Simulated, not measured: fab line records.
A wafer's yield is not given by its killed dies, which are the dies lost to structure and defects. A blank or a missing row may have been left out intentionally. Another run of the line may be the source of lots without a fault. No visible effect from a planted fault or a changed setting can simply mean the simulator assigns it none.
Which tool was responsible?    flow gf180mcu    Sampling: 14 lots, 42 wafers, 4 of 602 route steps

WHAT THE GAUGES SHOWED, per wafer
GF_HV_LDD_OVL_MEAS_32. Usual: HV_LDD_02_OVL 1.4 nm, standard deviation 1.6.
lot   measured      on          HV_LDD_02_OVL (nm)  flag
L112  day 12 01:07  overlay-02  2.8 0.2 2.9         
L121  day 15 11:03  overlay-01  -0.8 0.6 -0.4       
L122  day 15 12:40  overlay-02  2.2 2.9 2.2         
L123  day 15 21:25  overlay-01  0.9 1.2 0.9         
L124  day 16 05:38  overlay-01  0.6 0.5 0.3         
L125  day 16 14:22  overlay-01  2.9 3.7 4.7         
L126  day 16 21:03  overlay-02  2.0 0.4 -0.2        
L127  day 17 03:59  overlay-02  1.7 0.1 0.3         
L128  day 17 15:13  overlay-02  -0.3 -0.5 -0.3      
L129  day 17 22:59  overlay-02  2.6 3.1 1.4         
L130  day 18 07:58  overlay-02  -1.2 0.7 -1.6       
L131  day 18 14:58  overlay-02  3.0 4.7 3.3         
L132  day 18 23:04  overlay-01  0.2 0.4 -1.4        
L133  day 19 05:42  overlay-01  -0.7 1.8 1.9        

GF_HV_LDD_TW_MEAS_50. Usual: HV_LDD_4_TW 567, standard deviation 8.7.
lot   measured      on             HV_LDD_4_TW  flag
L112  day 12 22:57  film-metro-03  557 553 556  
L121  day 16 10:16  film-metro-03  502 501 505  OFF
L122  day 16 12:08  film-metro-03  501 504 501  OFF
L123  day 16 21:02  film-metro-02  569 572 573  
L124  day 17 05:49  film-metro-01  575 576 573  
L125  day 17 14:31  film-metro-01  574 576 573  
L126  day 17 21:43  film-metro-03  553 555 555  
L127  day 18 04:46  film-metro-03  556 553 555  
L128  day 18 16:13  film-metro-01  573 575 575  
L129  day 19 00:03  film-metro-02  576 575 578  
L130  day 19 08:21  film-metro-03  554 554 556  
L131  day 19 16:10  film-metro-03  559 559 558  
L132  day 19 23:32  film-metro-01  577 574 572  
L133  day 20 07:48  film-metro-01  574 572 571  

GF_NSD_TW_MEAS_12. Usual: NSD_TW 4245, standard deviation 36.
lot   measured      on             NSD_TW          flag
L112  day 13 23:22  film-metro-04  4215 4215 4204  
L121  day 17 12:34  film-metro-01  4280 4285 4278  
L122  day 17 15:13  film-metro-04  4223 4231 4209  
L123  day 18 00:22  film-metro-04  4222 4237 4204  
L124  day 18 08:55  film-metro-04  4192 4225 4198  
L125  day 18 17:52  film-metro-04  4223 4227 4225  
L126  day 19 00:58  film-metro-02  4297 4294 4314  
L127  day 19 07:28  film-metro-04  4182 4201 4225  
L128  day 19 19:04  film-metro-04  4198 4209 4202  
L129  day 20 03:55  film-metro-01  4286 4283 4256  
L130  day 20 11:21  film-metro-02  4291 4278 4282  
L131  day 20 20:35  film-metro-04  4220 4193 4213  
L132  day 21 03:01  film-metro-02  4299 4272 4293  
L133  day 21 11:24  film-metro-04  4212 4231 4224  

WHICH TOOL RAN EACH LOT (tool, then ch and the chambers of the sampled wafers, then the start)
lot   GF_HV_LDD_IMPLANT_48
L112  implanter-01 ch 0, day 12 22:43
L121  implanter-01 ch 0, day 16 10:02
L122  implanter-01 ch 0, day 16 11:53
L123  implanter-04 ch 0, day 16 20:47
L124  implanter-02 ch 0, day 17 05:35
L125  implanter-04 ch 0, day 17 14:17
L126  implanter-02 ch 0, day 17 21:28
L127  implanter-04 ch 0, day 18 04:32
L128  implanter-02 ch 0, day 18 15:59
L129  implanter-04 ch 0, day 18 23:49
L130  implanter-02 ch 0, day 19 08:06
L131  implanter-01 ch 0, day 19 15:56
L132  implanter-02 ch 0, day 19 23:19
L133  implanter-01 ch 0, day 20 07:33
- GF_HV_LDD_IMPLANT_48

AS READ BY THE TOOLS THEMSELVES (means over the sampled wafers that have a number; for cases with no such wafer, the mark the record gives instead)
GF_HV_LDD_IMPLANT_48. Usual: dose-ions-cm2 3e+13, standard deviation 3.1e+10; faraday-current-uA 169, standard deviation 3.4.
lot   tool          dose-ions-cm2  faraday-current-uA  flag
L112  implanter-01  3e+13          166                 
L121  implanter-01  2e+13          120                 OFF
L122  implanter-01  2e+13          121                 OFF
L123  implanter-04  3e+13          169                 
L124  implanter-02  3e+13          172                 
L125  implanter-04  3e+13          170                 
L126  implanter-02  3e+13          168                 
L127  implanter-04  3e+13          171                 
L128  implanter-02  3e+13          168                 
L129  implanter-04  3e+13          169                 
L130  implanter-02  3e+13          166                 
L131  implanter-01  3e+13          167                 
L132  implanter-02  3e+13          169                 
L133  implanter-01  3e+13          169                 

THE ANSWER, worked out from the rows above alone
Rule: take the mean of a lot's wafers that have a number; if it is more than 3 standard deviations from the usual mean, the lot is off. A lot without any number at a reading at which 4 lots or more have one is off too. Where the step has rows for the other lots, those lots are counted as sound. First the gauges in route order, then the tools' own readings, where a lot's mean is used as printed above. At the first step where some lot is off, the reading lying furthest off is the one used; lots without a number count as furthest.
Off: L121, L122, seen at GF_HV_LDD_TW_MEAS_50 (HV_LDD_4_TW).
If a tool, at a process step before that reading, ran all the lots that are off and no sound lot after the first of them, it fits. The gauges at GF_HV_LDD_TW_MEAS_50 aren't tried: what is off there is off at GF_HV_LDD_IMPLANT_48 too, on other tools, and a gauge's error can't cause that. None of those tried fits.

WHAT THE SIMULATOR HAD PUT IN
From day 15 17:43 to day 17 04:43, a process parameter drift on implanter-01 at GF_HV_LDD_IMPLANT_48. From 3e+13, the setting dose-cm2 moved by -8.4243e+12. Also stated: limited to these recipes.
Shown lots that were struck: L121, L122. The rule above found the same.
